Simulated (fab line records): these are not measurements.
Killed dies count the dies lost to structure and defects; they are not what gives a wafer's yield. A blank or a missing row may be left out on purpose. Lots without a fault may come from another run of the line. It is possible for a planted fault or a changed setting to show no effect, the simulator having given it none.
Comparing a struck lot with a sound one ; flow sky130 ; 16 steps out of a route of 708
Sound: these wafers, L270.2, L270.3, L270.5. Wafers L278.3, L278.5, L278.6 were the ones struck. The cause is given at the end.
At each step with rows: each side's tool, then ch and its chambers, then its first start. Under that, the readings that differ: sound wafers ; struck wafers ; difference of the means ; sigmas: that difference in standard deviations of wafers without a fault.
alike: readings whose means differ by less than 2 such deviations, and words and numbers that are the same on both sides. not compared: withheld readings, readings that some wafer has no value for, bounds like >300 that may hide the same value, and numbers for which the record gives no deviation and whose values overlap.
A row with sigmas, a row that says differs or no value, or rows on one side alone: a step with any of these is where the two part. When numbers do not overlap yet have no deviation, they are printed without sigmas and do not part them. A reading missing from all wafers of one side parts the sides only when that side holds two or more wafers.

SKY_LDD_P_OVL_MEAS_08:
  sound: overlay-02 at day 19 04:28; struck: overlay-01 at day 22 16:43
  alike: LDD_P_OVL
following that, these wafers have no rows for 1 step: SKY_LDD_P_IMPLANT_09.
SKY_LDD_P_STRIP_10: strips in O2/N2.
  sound on plasma-asher-01 ch 0,1, day 19 04:39; struck on plasma-asher-01 ch 0,1, day 22 16:56
  alike: drypump-motor-current-A, o2-flow-sccm, oes-product-au, strip-time-to-endpoint-s
  not compared: rf-hours-counter-h
SKY_LDD_P_TW_MEAS_11:
  sound: film-metro-02 at day 19 04:46; struck: film-metro-04 at day 22 17:01
  alike: LDD_P_TW
then, 7 steps without rows for these wafers: SKY_LDD_HVN_DEHYDRATE_00 (time 60 s); SKY_LDD_HVN_HMDS_01 (prime time 60 s); SKY_LDD_HVN_COAT_02 (resist thk 300 nm); SKY_LDD_HVN_SOFTBAKE_03 (time 60 s); SKY_LDD_HVN_EXPOSE_04 (exposes mask HVNTM, target cd 700 nm); SKY_LDD_HVN_PEB_05; SKY_LDD_HVN_DEVELOP_06 (develop time 60 s).
SKY_LDD_HVN_OVL_MEAS_07:
  sound: overlay-02 at day 20 11:30; struck: overlay-01 at day 23 23:04
  alike: LDD_HVN_OVL
SKY_LDD_HVN_IMPLANT_08:
  sound on implanter-02 ch 0, day 20 11:34; struck on implanter-02 ch 0, day 23 23:08
reading;sound;struck;difference;sigmas
beam-on-s (s);9.65 9.95 9.73;12.20 12.35 12.20;+2.47;+12
dose-ions-cm2;3.004e+13 3e+13 3.001e+13;3.0823e+14 3.082e+14 3.0824e+14;+2.7821e+14;+99 or more
end-station-pressure-torr (Torr);5.06e-06 5.03e-06 4.88e-06;5.78e-06 5.79e-06 5.89e-06;+8.30e-07;+3
faraday-current-uA;175 171 173;1419 1411 1412;+1241;+99 or more
SKY_LDD_HVN_STRIP_09: strips in O2/N2.
  sound on plasma-asher-01 ch 0,1, day 20 11:41; struck on plasma-asher-03 ch 0,1, day 23 23:16
  alike: drypump-motor-current-A, o2-flow-sccm, oes-product-au, strip-time-to-endpoint-s
  not compared: rf-hours-counter-h
SKY_LDD_HVN_TW_MEAS_10:
  sound: film-metro-03 at day 20 11:47; struck: film-metro-02 at day 23 23:35
reading;sound;struck;difference;sigmas
LDD_HVN_TW;1452 1431 1448;2910 2927 2915;+1474;+99 or more
  not compared: hold
SKY_PAD_OPEN_PROBE_99:
  sound wafers here have rows in the record (prober-01, day 45 21:52); struck ones have none

## WHERE THEY PART
Earliest at SKY_LDD_HVN_IMPLANT_08; latest, in this record, at SKY_PAD_OPEN_PROBE_99.

WHY: the cause the simulator had injected
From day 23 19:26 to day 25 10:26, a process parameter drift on implanter-02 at SKY_LDD_HVN_IMPLANT_08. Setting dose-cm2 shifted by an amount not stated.
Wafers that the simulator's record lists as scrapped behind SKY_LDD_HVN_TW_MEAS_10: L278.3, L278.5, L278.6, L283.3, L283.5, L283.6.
